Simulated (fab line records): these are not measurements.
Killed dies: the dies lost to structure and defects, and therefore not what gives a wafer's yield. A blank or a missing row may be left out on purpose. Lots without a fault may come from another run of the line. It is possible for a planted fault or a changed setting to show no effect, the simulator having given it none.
Which tool was responsible? || flow sky130 || 45 wafers from 15 lots sampled at 5 of the route's 708 steps

WHAT EACH GAUGE READ, for each wafer
SKY_POLY_CUT_OVL_MEAS_09.
{"lot": "L855", "measured": "day 24 14:06", "on": "overlay-02", "POLY_CUT_OVL (nm)": "5 2 -1"}
{"lot": "L856", "measured": "day 24 21:14", "on": "overlay-02", "POLY_CUT_OVL (nm)": "-6 -1 4"}
{"lot": "L857", "measured": "day 25 05:13", "on": "overlay-02", "POLY_CUT_OVL (nm)": "3 0 -1"}
{"lot": "L858", "measured": "day 25 19:39", "on": "overlay-02", "POLY_CUT_OVL (nm)": "3 3 -1"}
{"lot": "L859", "measured": "day 26 04:51", "on": "overlay-01", "POLY_CUT_OVL (nm)": "-1 9 3"}
{"lot": "L866", "measured": "day 28 14:04", "on": "overlay-02", "POLY_CUT_OVL (nm)": "-3 2 3"}
{"lot": "L867", "measured": "day 28 19:21", "on": "overlay-01", "POLY_CUT_OVL (nm)": "4 -7 5"}
{"lot": "L869", "measured": "day 29 13:40", "on": "overlay-02", "POLY_CUT_OVL (nm)": "1 -2 -4"}
{"lot": "L870", "measured": "day 29 19:21", "on": "overlay-01", "POLY_CUT_OVL (nm)": "0 -2 -5"}
{"lot": "L871", "measured": "day 30 13:31", "on": "overlay-01", "POLY_CUT_OVL (nm)": "5 -2 2"}
{"lot": "L872", "measured": "day 30 15:19", "on": "overlay-02", "POLY_CUT_OVL (nm)": "6 0 -7"}
{"lot": "L873", "measured": "day 30 19:31", "on": "overlay-01", "POLY_CUT_OVL (nm)": "-1 -6 -2"}
{"lot": "L874", "measured": "day 31 04:18", "on": "overlay-01", "POLY_CUT_OVL (nm)": "-12 -6 6"}
{"lot": "L875", "measured": "day 31 06:22", "on": "overlay-02", "POLY_CUT_OVL (nm)": "-2 8 2"}
{"lot": "L877", "measured": "day 31 17:46", "on": "overlay-01", "POLY_CUT_OVL (nm)": "4 9 7"}

SKY_SD_P_OVL_MEAS_08.
{"lot": "L855", "measured": "day 25 19:50", "on": "overlay-01", "SD_P_OVL (nm)": "-2.3 -1.5 -1.4"}
{"lot": "L856", "measured": "day 26 02:31", "on": "overlay-01", "SD_P_OVL (nm)": "-1.3 -0.3 -1.0"}
{"lot": "L857", "measured": "day 26 10:18", "on": "overlay-01", "SD_P_OVL (nm)": "2.0 -0.7 0.5"}
{"lot": "L858", "measured": "day 27 00:40", "on": "overlay-02", "SD_P_OVL (nm)": "-1.3 -0.6 -0.1"}
{"lot": "L859", "measured": "day 27 09:34", "on": "overlay-01", "SD_P_OVL (nm)": "-2.0 -0.2 0.6"}
{"lot": "L866", "measured": "day 29 18:06", "on": "overlay-01", "SD_P_OVL (nm)": "0.0 -1.1 -2.6"}
{"lot": "L867", "measured": "day 29 22:49", "on": "overlay-01", "SD_P_OVL (nm)": "-0.1 -2.3 -1.7"}
{"lot": "L869", "measured": "day 30 17:52", "on": "overlay-02", "SD_P_OVL (nm)": "-2.2 -3.6 -1.1"}
{"lot": "L870", "measured": "day 30 23:15", "on": "overlay-01", "SD_P_OVL (nm)": "-1.0 0.4 0.8"}
{"lot": "L871", "measured": "day 31 17:10", "on": "overlay-02", "SD_P_OVL (nm)": "1.5 1.0 0.4"}
{"lot": "L872", "measured": "day 31 19:30", "on": "overlay-02", "SD_P_OVL (nm)": "0.5 -0.2 0.8"}
{"lot": "L873", "measured": "day 31 23:43", "on": "overlay-02", "SD_P_OVL (nm)": "-0.4 -0.5 -0.1"}
{"lot": "L874", "measured": "day 32 07:31", "on": "overlay-01", "SD_P_OVL (nm)": "1.4 2.2 0.0"}
{"lot": "L875", "measured": "day 32 09:04", "on": "overlay-02", "SD_P_OVL (nm)": "-2.8 -0.5 -0.8"}
{"lot": "L877", "measured": "day 32 21:01", "on": "overlay-01", "SD_P_OVL (nm)": "-2.1 -2.8 -1.3"}

SKY_RES_XHIGH_TW_MEAS_09.
{"lot": "L855", "measured": "day 27 01:06", "on": "film-metro-02", "RES_XHIGH_TW": "1623 1633 1629"}
{"lot": "L856", "measured": "day 27 07:53", "on": "film-metro-02", "RES_XHIGH_TW": "1631 1635 1634"}
{"lot": "L857", "measured": "day 27 15:56", "on": "film-metro-03", "RES_XHIGH_TW": "30 30 30 30 30 30"}
{"lot": "L858", "measured": "day 28 05:47", "on": "film-metro-02", "RES_XHIGH_TW": "30 30 30 30 30 30"}
{"lot": "L859", "measured": "day 28 13:53", "on": "film-metro-04", "RES_XHIGH_TW": "30 30 30 30 30 30"}
{"lot": "L866", "measured": "day 30 21:35", "on": "film-metro-02", "RES_XHIGH_TW": "1626 1638 1625"}
{"lot": "L867", "measured": "day 31 02:39", "on": "film-metro-02", "RES_XHIGH_TW": "1632 1625 1643"}
{"lot": "L869", "measured": "day 31 21:28", "on": "film-metro-04", "RES_XHIGH_TW": "1625 1623 1637"}
{"lot": "L870", "measured": "day 32 02:47", "on": "film-metro-04", "RES_XHIGH_TW": "1614 1619 1621"}
{"lot": "L871", "measured": "day 32 20:12", "on": "film-metro-04", "RES_XHIGH_TW": "1614 1625 1616"}
{"lot": "L872", "measured": "day 33 05:15", "on": "film-metro-03", "RES_XHIGH_TW": "1628 1632 1644"}
{"lot": "L873", "measured": "day 33 05:50", "on": "film-metro-02", "RES_XHIGH_TW": "1630 1627 1638"}
{"lot": "L874", "measured": "day 33 11:06", "on": "film-metro-04", "RES_XHIGH_TW": "1643 1637 1628"}
{"lot": "L875", "measured": "day 33 11:47", "on": "film-metro-04", "RES_XHIGH_TW": "1629 1626 1638"}
{"lot": "L877", "measured": "day 33 22:41", "on": "film-metro-02", "RES_XHIGH_TW": "1632 1635 1635"}

SKY_SD_N_RS_MEAS_18: measures by four-point-probe.
{"lot": "L855", "measured": "day 28 07:06", "on": "film-metro-04", "RES_XHIGH_RS (ohm/sq)": "332.1 332.1 333.4"}
{"lot": "L856", "measured": "day 28 13:13", "on": "film-metro-02", "RES_XHIGH_RS (ohm/sq)": "332.2 330.6 332.7"}
{"lot": "L866", "measured": "day 32 02:14", "on": "film-metro-04", "RES_XHIGH_RS (ohm/sq)": "332.5 332.4 333.3"}
{"lot": "L867", "measured": "day 32 06:36", "on": "film-metro-02", "RES_XHIGH_RS (ohm/sq)": "336.9 335.5 335.1"}
{"lot": "L869", "measured": "day 33 00:40", "on": "film-metro-02", "RES_XHIGH_RS (ohm/sq)": "331.5 332.5 332.9"}
{"lot": "L870", "measured": "day 33 06:28", "on": "film-metro-04", "RES_XHIGH_RS (ohm/sq)": "334.1 334.8 334.8"}
{"lot": "L871", "measured": "day 33 23:07", "on": "film-metro-04", "RES_XHIGH_RS (ohm/sq)": "333.9 334.7 334.2"}
{"lot": "L872", "measured": "day 34 08:13", "on": "film-metro-02", "RES_XHIGH_RS (ohm/sq)": "334.9 335.3 335.5"}
{"lot": "L873", "measured": "day 34 08:32", "on": "film-metro-03", "RES_XHIGH_RS (ohm/sq)": "333.5 332.1 332.4"}
{"lot": "L874", "measured": "day 34 13:20", "on": "film-metro-03", "RES_XHIGH_RS (ohm/sq)": "329.4 329.9 329.1"}
{"lot": "L875", "measured": "day 34 13:43", "on": "film-metro-02", "RES_XHIGH_RS (ohm/sq)": "332.4 334.4 331.9"}
{"lot": "L877", "measured": "day 35 02:09", "on": "film-metro-04", "RES_XHIGH_RS (ohm/sq)": "334.0 332.9 332.0"}

TOOL THAT RAN EACH LOT (tool first, then ch and the chambers of the sampled wafers, then the start)
{"lot": "L855", "SKY_RES_XHIGH_EXPOSE_04": "iline-stepper-01 ch 0, day 26 10:10"}
{"lot": "L856", "SKY_RES_XHIGH_EXPOSE_04": "iline-stepper-01 ch 0, day 26 17:13"}
{"lot": "L857", "SKY_RES_XHIGH_EXPOSE_04": "iline-stepper-01, day 27 01:26"}
{"lot": "L858", "SKY_RES_XHIGH_EXPOSE_04": "iline-stepper-01, day 27 15:05"}
{"lot": "L859", "SKY_RES_XHIGH_EXPOSE_04": "iline-stepper-01, day 27 23:53"}
{"lot": "L866", "SKY_RES_XHIGH_EXPOSE_04": "iline-stepper-01 ch 0, day 30 07:29"}
{"lot": "L867", "SKY_RES_XHIGH_EXPOSE_04": "iline-stepper-02 ch 0, day 30 13:02"}
{"lot": "L869", "SKY_RES_XHIGH_EXPOSE_04": "iline-stepper-01 ch 0, day 31 07:54"}
{"lot": "L870", "SKY_RES_XHIGH_EXPOSE_04": "iline-stepper-01 ch 0, day 31 12:57"}
{"lot": "L871", "SKY_RES_XHIGH_EXPOSE_04": "iline-stepper-01 ch 0, day 32 06:54"}
{"lot": "L872", "SKY_RES_XHIGH_EXPOSE_04": "iline-stepper-01 ch 0, day 32 09:31"}
{"lot": "L873", "SKY_RES_XHIGH_EXPOSE_04": "iline-stepper-01 ch 0, day 32 13:14"}
{"lot": "L874", "SKY_RES_XHIGH_EXPOSE_04": "iline-stepper-02 ch 0, day 32 21:39"}
{"lot": "L875", "SKY_RES_XHIGH_EXPOSE_04": "iline-stepper-01 ch 0, day 32 22:54"}
{"lot": "L877", "SKY_RES_XHIGH_EXPOSE_04": "iline-stepper-02 ch 0, day 33 10:49"}
- SKY_RES_XHIGH_EXPOSE_04: exposes mask URPM, target cd 1270 nm.

AS READ BY THE TOOLS THEMSELVES (means over the sampled wafers that have a number; for cases with no such wafer, the mark the record gives instead)
SKY_RES_XHIGH_EXPOSE_04.
{"lot": "L855", "tool": "iline-stepper-01", "exposure-dose-mJ-cm2": 139.97, "focus-offset-nm (nm)": 0.0}
{"lot": "L856", "tool": "iline-stepper-01", "exposure-dose-mJ-cm2": 139.98, "focus-offset-nm (nm)": -0.8}
{"lot": "L857", "tool": "iline-stepper-01", "exposure-dose-mJ-cm2": "-", "focus-offset-nm (nm)": "-"}
{"lot": "L858", "tool": "iline-stepper-01", "exposure-dose-mJ-cm2": "-", "focus-offset-nm (nm)": "-"}
{"lot": "L859", "tool": "iline-stepper-01", "exposure-dose-mJ-cm2": "-", "focus-offset-nm (nm)": "-"}
{"lot": "L866", "tool": "iline-stepper-01", "exposure-dose-mJ-cm2": 139.83, "focus-offset-nm (nm)": 0.6}
{"lot": "L867", "tool": "iline-stepper-02", "exposure-dose-mJ-cm2": 140.05, "focus-offset-nm (nm)": -0.3}
{"lot": "L869", "tool": "iline-stepper-01", "exposure-dose-mJ-cm2": 140.03, "focus-offset-nm (nm)": -0.1}
{"lot": "L870", "tool": "iline-stepper-01", "exposure-dose-mJ-cm2": 140.07, "focus-offset-nm (nm)": -0.5}
{"lot": "L871", "tool": "iline-stepper-01", "exposure-dose-mJ-cm2": 140.01, "focus-offset-nm (nm)": -0.4}
{"lot": "L872", "tool": "iline-stepper-01", "exposure-dose-mJ-cm2": 140.39, "focus-offset-nm (nm)": -0.0}
{"lot": "L873", "tool": "iline-stepper-01", "exposure-dose-mJ-cm2": 139.98, "focus-offset-nm (nm)": -0.2}
{"lot": "L874", "tool": "iline-stepper-02", "exposure-dose-mJ-cm2": 140.25, "focus-offset-nm (nm)": 0.3}
{"lot": "L875", "tool": "iline-stepper-01", "exposure-dose-mJ-cm2": 139.94, "focus-offset-nm (nm)": 0.3}
{"lot": "L877", "tool": "iline-stepper-02", "exposure-dose-mJ-cm2": 139.97, "focus-offset-nm (nm)": 0.6}

THE ANSWER, worked out from the rows above alone
Rule: the lots themselves supply what counts as usual. Put in order of their means at a reading, lots are off if they are a third of the lots or fewer, leave a main group of 4 or more, and stand apart from it by a gap of 3 or more times the standard deviation of the main group's means; of several such gaps the widest counts. Not used: any main group whose means are identical at the precision the tables above print for the reading. Also off: a lot with no number at a reading for which 4 or more lots have one. Where the step has rows for the other lots, those lots are counted as sound. First the gauges in route order, then the tools' own readings, where a lot's mean is used as printed above. The first step at which some lot is off is used, and at that step the reading that is off furthest; a lot without a number counts as furthest.
Off: L857, L858, L859, seen at SKY_RES_XHIGH_TW_MEAS_09 (RES_XHIGH_TW). For the main group the mean is 1630 and the standard deviation 5.7.
If a tool, at a process step before that reading, ran all the lots that are off and no sound lot after the first of them, it fits. The gauges at SKY_RES_XHIGH_TW_MEAS_09 aren't tried: what is off there is off at SKY_RES_XHIGH_EXPOSE_04 too, on other tools, and a gauge's error can't cause that. No candidate that was tried fits.

WHAT HAD BEEN PUT IN BY THE SIMULATOR
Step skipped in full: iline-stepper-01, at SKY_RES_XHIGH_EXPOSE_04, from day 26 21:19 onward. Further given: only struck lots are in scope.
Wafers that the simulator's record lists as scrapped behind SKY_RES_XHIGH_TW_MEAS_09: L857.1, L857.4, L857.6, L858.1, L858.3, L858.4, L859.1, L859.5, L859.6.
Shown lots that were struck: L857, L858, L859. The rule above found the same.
